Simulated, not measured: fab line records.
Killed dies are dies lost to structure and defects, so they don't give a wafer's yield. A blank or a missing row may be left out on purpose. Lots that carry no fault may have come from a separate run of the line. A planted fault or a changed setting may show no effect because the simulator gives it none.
fab line records -- flow sky130
record: lots: 6, wafers: 18, last_day: 51
route steps=708 shown POLY_CUT@312 SD_P@320
lots that met no fault: taken from a fault-free run of the same line
start_h: start of the lot's first displayed wafer, in hours after the record's first day -- wait_h: how many hours have passed since the lot's step before this one -- " repeats the value in the row above -- L1.1+2: several wafers, shown together as one row -- - value missing, or start not given -- * or withheld: withheld -- < > ~ a bound
route shown NAME@n: a module of which the file shows steps, and the number in the route of the first -- usual: average and standard deviation across the fault-free wafers -- same: alike in all rows -- chamber/n: place in a boat -- sites: each site's reading -- _std_site: the standard deviation of these -- _edge_site: outer sites' mean less inner sites' -- radius_mm: how far each site lies from the wafer's centre -- mask NAME#n: copy n -- behind: tool/chamber where the wafer was last shaped -- hold: cause of the lot's hold/its duration in hours/its outcome -- device: the transistor (n, p or np) that didn't switch -- end of line: the same wafers' tests at the end of the route -- a step with no rows: only its recipe -- killed: dies that structure and defects cost at the first sort, which is not the same as the wafer's yield -- map: a wafer's dies, x killed, . not, _ none there
set.NAME: the run value of the setting; set.NAME@STEP: its run value at that earlier step -- model.NAME: the simulator's own value behind a step, which no gauge read
a table for each step, a row for each wafer; lots at some steps of the route
services: the hour from which a tool's chamber was out of use, counted from the record's first day as start_h (under 0 if before that day), plus the number of hours and why
== steps ==
step: SKY_POLY_CUT_EXPOSE_05
recipe: mask_id: NPCM, na: 0.8, source_shape: annular, sigma_inner: 0.55, sigma_outer: 0.85, target_cd_nm: 270, dose_mj: 32
step: SKY_POLY_CUT_PEB_06
recipe: peb_temp_c: withheld, peb_time_s: withheld, resist: KrF-thick
step: SKY_POLY_CUT_DEVELOP_07
recipe: develop_time_s: 60, resist: KrF-thick, dev_temp_c: 21
step: SKY_POLY_CUT_CD_MEAS_08
recipe: target_cd_nm: 270
usual: cd_nm: 270.2/1.5
lot.wafer,tool,chamber,start_h,wait_h,cd_nm
L260.1,cd_sem-01,-,604.00,-,271.9
L260.2,cd_sem-01,-,604.00,-,272.7
L260.6,cd_sem-01,-,604.00,-,271.5
L275.2,cd_sem-01,-,717.22,-,271.7
L275.4,cd_sem-01,-,717.22,-,271.1
L275.5,cd_sem-01,-,717.22,-,273.5
L276.1,cd_sem-02,-,728.10,-,271.3
L276.4,cd_sem-02,-,728.10,-,271.2
L276.6,cd_sem-02,-,728.10,-,271.8
L278.2,cd_sem-01,-,750.55,-,271.0
L278.4,cd_sem-01,-,750.55,-,272.7
L278.5,cd_sem-01,-,750.55,-,271.7
L279.1,cd_sem-01,-,753.33,-,270.0
L279.3,cd_sem-01,-,753.33,-,269.2
L279.4,cd_sem-01,-,753.33,-,268.5
L280.1,cd_sem-01,-,758.10,-,269.2
L280.2,cd_sem-01,-,758.10,-,268.7
L280.3,cd_sem-01,-,758.10,-,267.4
step: SKY_POLY_CUT_OVL_MEAS_09
usual: POLY_CUT_OVL: 1/6.1
lot.wafer,tool,chamber,start_h,wait_h,POLY_CUT_OVL[nm]
L260.1,overlay-01,-,604.12,0.1,6
L260.2,overlay-01,-,604.12,0.1,8
L260.6,overlay-01,-,604.12,0.1,2
L275.2,overlay-02,-,717.32,0.1,0
L275.4,overlay-02,-,717.32,0.1,5
L275.5,overlay-02,-,717.32,0.1,6
L276.1,overlay-02,-,728.22,0.1,5
L276.4,overlay-02,-,728.22,0.1,6
L276.6,overlay-02,-,728.22,0.1,3
L278.2,overlay-01,-,750.66,0.1,13
L278.4,overlay-01,-,750.66,0.1,10
L278.5,overlay-01,-,750.66,0.1,6
L279.1,overlay-01,-,753.45,0.1,-1
L279.3,overlay-01,-,753.45,0.1,-1
L279.4,overlay-01,-,753.45,0.1,9
L280.1,overlay-02,-,758.22,0.1,3
L280.2,overlay-02,-,758.22,0.1,4
L280.3,overlay-02,-,758.22,0.1,11
step: SKY_POLY_CUT_ETCH_10
recipe: chemistry: N2/H2, target: BARC, ion_energy_ev: 200, source_w: 500, bias_w: 100, pressure_mtorr: 30, n2_flow_sccm: 100, h2_flow_sccm: 200, stop_on: SiO2, time_s: 45.9, target_depth_a: 600
usual: bias_w: 99.94/0.29, chamber_pressure_mTorr: 29.997/0.029, drypump_motor_current_A: 5.8/0.41, oes_product_au: 0.854/0.0046, throttle_valve_pct: 13.226/0.0097
lot.wafer,tool,chamber,start_h,wait_h,bias_w,chamber_pressure_mTorr,drypump_motor_current_A,oes_product_au,rf_hours_counter_h,throttle_valve_pct
L260.1,rie_diel-01,0,604.15,0.0,99.90,29.984,6.1,0.860,50,13.222
L260.2,rie_diel-01,1,604.15,0.0,100.07,30.004,5.6,0.852,5,13.209
L260.6,rie_diel-01,2,604.15,0.0,99.95,30.007,5.3,0.856,-,13.223
L275.2,rie_diel-01,2,717.35,0.0,100.23,30.021,5.3,0.863,37,13.219
L275.4,rie_diel-01,3,717.35,0.0,100.00,29.968,5.7,0.864,-,13.228
L275.5,rie_diel-01,2,717.35,0.0,100.00,30.001,5.3,0.847,-,13.228
L276.1,rie_diel-04,3,728.25,0.0,99.30,30.005,5.7,0.863,15,13.217
L276.4,rie_diel-04,2,728.25,0.0,99.78,30.017,5.5,0.849,-,13.214
L276.6,rie_diel-04,1,728.25,0.0,99.64,30.040,5.8,0.857,-,13.224
L278.2,rie_diel-04,0,750.69,0.0,100.08,30.034,5.5,0.848,39,13.230
L278.4,rie_diel-04,3,750.69,0.0,100.45,29.943,5.6,0.851,16,13.226
L278.5,rie_diel-04,1,750.69,0.0,99.71,30.022,5.8,0.854,-,13.228
L279.1,rie_diel-02,2,753.49,0.0,100.28,29.984,6.8,0.849,3,13.232
L279.3,rie_diel-02,1,753.49,0.0,100.18,29.985,6.5,0.854,39,13.213
L279.4,rie_diel-02,0,753.49,0.0,100.43,29.994,5.7,0.853,15,13.211
L280.1,rie_diel-02,2,758.26,0.0,99.91,29.958,6.7,0.856,4,13.230
L280.2,rie_diel-02,0,758.26,0.0,99.53,29.957,5.7,0.853,15,13.232
L280.3,rie_diel-02,1,758.26,0.0,99.97,29.998,6.6,0.856,39,13.218
step: SKY_POLY_CUT_ETCH_11
recipe: target: Si3N4, chemistry: CF4/CH2F2/Ar, stop_on: poly-Si, source_w: 600, bias_w: 150, pressure_mtorr: 40, cf4_flow_sccm: 40, ch2f2_flow_sccm: 20, Ar_flow_sccm: 150, time_s: 42.5, target_depth_a: 600
usual: bias_w: 150.0/0.46, chamber_pressure_mTorr: 40.00/0.038, drypump_motor_current_A: 5.8/0.42, oes_product_au: 0.829/0.006, throttle_valve_pct: 14.993/0.009
lot.wafer,tool,chamber,start_h,wait_h,bias_w,chamber_pressure_mTorr,drypump_motor_current_A,oes_product_au,rf_hours_counter_h,throttle_valve_pct
L260.1,rie_diel-01,0,604.20,0.0,149.7,40.02,6.2,0.823,50,14.991
L260.2,rie_diel-01,1,604.20,0.0,149.4,40.02,5.5,0.827,5,15.000
L260.6,rie_diel-01,2,604.20,0.0,149.4,40.05,5.2,0.835,-,14.993
L275.2,rie_diel-01,2,717.40,0.0,150.1,40.01,5.3,0.825,37,14.979
L275.4,rie_diel-01,3,717.40,0.0,150.5,40.02,5.7,0.830,-,14.989
L275.5,rie_diel-01,2,717.40,0.0,150.1,39.94,5.3,0.834,-,15.008
L276.1,rie_diel-04,3,728.30,0.0,150.0,40.01,5.6,0.842,15,14.998
L276.4,rie_diel-04,2,728.30,0.0,149.8,39.96,5.5,0.830,-,14.986
L276.6,rie_diel-04,1,728.30,0.0,149.8,40.00,5.8,0.827,-,14.987
L278.2,rie_diel-04,0,750.73,0.0,149.8,40.01,5.5,0.832,39,14.998
L278.4,rie_diel-04,3,750.73,0.0,149.9,40.02,5.6,0.822,16,14.970
L278.5,rie_diel-04,1,750.73,0.0,149.6,40.01,5.8,0.830,-,15.024
L279.1,rie_diel-02,2,753.53,0.0,150.8,39.94,6.7,0.834,3,14.988
L279.3,rie_diel-02,1,753.53,0.0,150.2,39.98,6.6,0.840,39,14.991
L279.4,rie_diel-02,0,753.53,0.0,150.2,40.00,5.7,0.846,15,15.003
L280.1,rie_diel-02,2,758.30,0.0,150.1,40.01,6.7,0.826,4,15.011
L280.2,rie_diel-02,0,758.30,0.0,149.4,39.94,5.7,0.825,15,14.989
L280.3,rie_diel-02,1,758.30,0.0,149.7,39.93,6.6,0.824,39,14.999
step: SKY_POLY_CUT_STRIP_12
recipe: chemistry: O2/N2, power_w: 1400, pressure_mtorr: 1500, platen_temp_c: withheld, o2_flow_sccm: 3000, n2_flow_sccm: 300, overash_fraction: 0.5
usual: chamber_pressure_mTorr: 1500.1/1.4, drypump_motor_current_A: 5.6/0.43, oes_product_au: 0.455/0.0049, strip_time_to_endpoint_s: 5.415/0.018
lot.wafer,tool,chamber,start_h,wait_h,chamber_pressure_mTorr,drypump_motor_current_A,oes_product_au,rf_hours_counter_h,strip_time_to_endpoint_s
L260.1,plasma_asher-01,1,604.24,0.0,1498.3,5.7,0.464,91,5.422
L260.2,plasma_asher-01,0,604.24,0.0,1499.5,5.0,0.459,91,5.422
L260.6,plasma_asher-01,0,604.24,0.0,1501.2,5.0,0.448,-,5.438
L275.2,plasma_asher-04,0,717.44,0.0,1503.0,6.1,0.453,28,5.438
L275.4,plasma_asher-04,1,717.44,0.0,1499.7,5.7,0.462,-,5.429
L275.5,plasma_asher-04,1,717.44,0.0,1499.0,5.7,0.458,-,5.425
L276.1,plasma_asher-01,1,728.34,0.0,1498.0,5.7,0.460,104,5.401
L276.4,plasma_asher-01,1,728.34,0.0,1499.5,5.7,0.459,-,5.423
L276.6,plasma_asher-01,1,728.34,0.0,1502.0,5.7,0.456,-,5.414
L278.2,plasma_asher-01,0,750.77,0.0,1499.7,5.0,0.456,1,5.408
L278.4,plasma_asher-01,1,750.77,0.0,1501.0,5.7,0.458,-,5.408
L278.5,plasma_asher-01,1,750.77,0.0,1499.1,5.8,0.467,-,5.410
L279.1,plasma_asher-02,1,753.57,0.0,1500.2,6.3,0.447,57,5.421
L279.3,plasma_asher-02,0,753.57,0.0,1500.7,5.7,0.461,-,5.418
L279.4,plasma_asher-02,1,753.57,0.0,1497.6,6.3,0.451,-,5.433
L280.1,plasma_asher-01,0,758.34,0.0,1498.7,5.0,0.456,2,5.461
L280.2,plasma_asher-01,1,758.34,0.0,1500.9,5.7,0.454,2,5.439
L280.3,plasma_asher-01,0,758.34,0.0,1500.5,5.0,0.460,-,5.438
step: SKY_SD_P_DEHYDRATE_00
recipe: temp_c: 200, time_s: 60
step: SKY_SD_P_HMDS_01
recipe: prime_time_s: 60, prime_temp_c: 120
step: SKY_SD_P_COAT_02
recipe: resist: NOVOLAK, spin_rpm: 3000, resist_thk_nm: 1140
step: SKY_SD_P_SOFTBAKE_03
recipe: temp_c: 90, time_s: 60, resist: NOVOLAK
step: SKY_SD_P_EXPOSE_04
recipe: mask_id: PSDM, na: 0.6, source_shape: conventional, sigma_outer: 0.6, polarization: unpolarized, target_cd_nm: 380, dose_mj: 138
usual: exposure_dose_mJ_cm2: 138.03/0.12, focus_offset_nm: -0.2/0.58, reticle_temp_C: 22.99/0.097
lot.wafer,tool,chamber,start_h,wait_h,mask,exposure_dose_mJ_cm2,focus_offset_nm,reticle_temp_C
L260.1,iline_stepper-01,0,619.32,-,PSDM#0,137.91,-0.1,23.03
L260.2,iline_stepper-01,0,619.32,-,PSDM#0,138.06,-0.6,22.98
L260.6,iline_stepper-01,0,619.32,-,PSDM#0,138.16,-0.9,22.99
L275.2,iline_stepper-01,-,731.75,-,PSDM#0,-,-,-
L275.4,iline_stepper-01,-,731.75,-,PSDM#0,-,-,-
L275.5,iline_stepper-01,-,731.75,-,PSDM#0,-,-,-
L276.1,iline_stepper-02,-,742.57,-,PSDM#0,-,-,-
L276.4,iline_stepper-02,-,742.57,-,PSDM#0,-,-,-
L276.6,iline_stepper-02,-,742.57,-,PSDM#0,-,-,-
L278.2,iline_stepper-02,0,764.42,-,PSDM#0,138.13,-0.1,23.00
L278.4,iline_stepper-02,0,764.42,-,PSDM#0,138.08,0.1,23.15
L278.5,iline_stepper-02,0,764.42,-,PSDM#0,138.00,-0.4,22.94
L279.1,iline_stepper-02,0,767.65,-,PSDM#0,138.14,0.8,22.98
L279.3,iline_stepper-02,0,767.65,-,PSDM#0,137.85,0.4,22.89
L279.4,iline_stepper-02,0,767.65,-,PSDM#0,138.07,0.7,22.96
L280.1,iline_stepper-01,0,772.22,-,PSDM#0,138.14,0.4,23.02
L280.2,iline_stepper-01,0,772.22,-,PSDM#0,137.95,-0.6,22.97
L280.3,iline_stepper-01,0,772.22,-,PSDM#0,138.07,0.3,22.98
step: SKY_SD_P_PEB_05
recipe: temp_c: withheld, time_s: *, resist: NOVOLAK
== services ==
tool,chamber,start_h,hours,kind
rie_diel-01,2,610.02,6.3,repair
plasma_asher-02,-,610.50,2.8,pm
plasma_asher-04,-,611.18,10.0,pm
plasma_asher-01,-,613.28,2.8,pm
iline_stepper-02,-,614.38,1.7,pm
rie_diel-04,3,646.32,4.1,repair
plasma_asher-02,-,647.92,0.8,repair
iline_stepper-01,-,650.38,1.7,pm
rie_diel-04,3,671.06,15.1,repair
iline_stepper-01,-,673.41,2.1,pm
rie_diel-04,0,677.75,7.6,repair
rie_diel-02,0,681.29,11.4,repair
rie_diel-04,1,708.21,13.3,repair
plasma_asher-01,-,708.97,1.2,repair
plasma_asher-02,-,709.48,14.6,pm
rie_diel-02,-,710.21,4.4,repair
rie_diel-04,0,723.89,24.5,repair
iline_stepper-02,-,723.94,2.1,pm
plasma_asher-01,-,733.75,9.0,pm
rie_diel-01,-,734.01,0.3,repair
plasma_asher-02,-,737.52,0.7,repair
rie_diel-02,2,745.06,2.1,repair
rie_diel-02,3,753.94,5.0,repair
rie_diel-01,-,761.27,0.3,repair
== key ==
first_sign: step: SKY_SD_P_EXPOSE_04, reading: tool_record, direction: missing
effect none on later readings
met_at SKY_SD_P_EXPOSE_04
struck_wafers L275.2,L275.4,L275.5,L276.1,L276.4,L276.6
sort_left_out L275.2,L275.4,L275.5,L276.1,L276.4,L276.6
tester_left_out L275,L276
onset_between 619.32 731.75
fault: kind: skipped_step_whole, tool: iline_stepper-01,iline_stepper-02, chamber: -, onset_h: 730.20, steps: SKY_SD_P_EXPOSE_04, scope: struck_lots_only
tester_left_out: of these lots the tester's yield and bins aren't shown, on N5 and GAA mostly nor the transistor test; their killed dies are dies lost to structure and defects alone, not to doping, threshold or leakage, so they don't give the yield
sort_left_out: the simulated sort isn't trusted on such a fault, so these wafers' sort isn't shown, and their yield isn't known
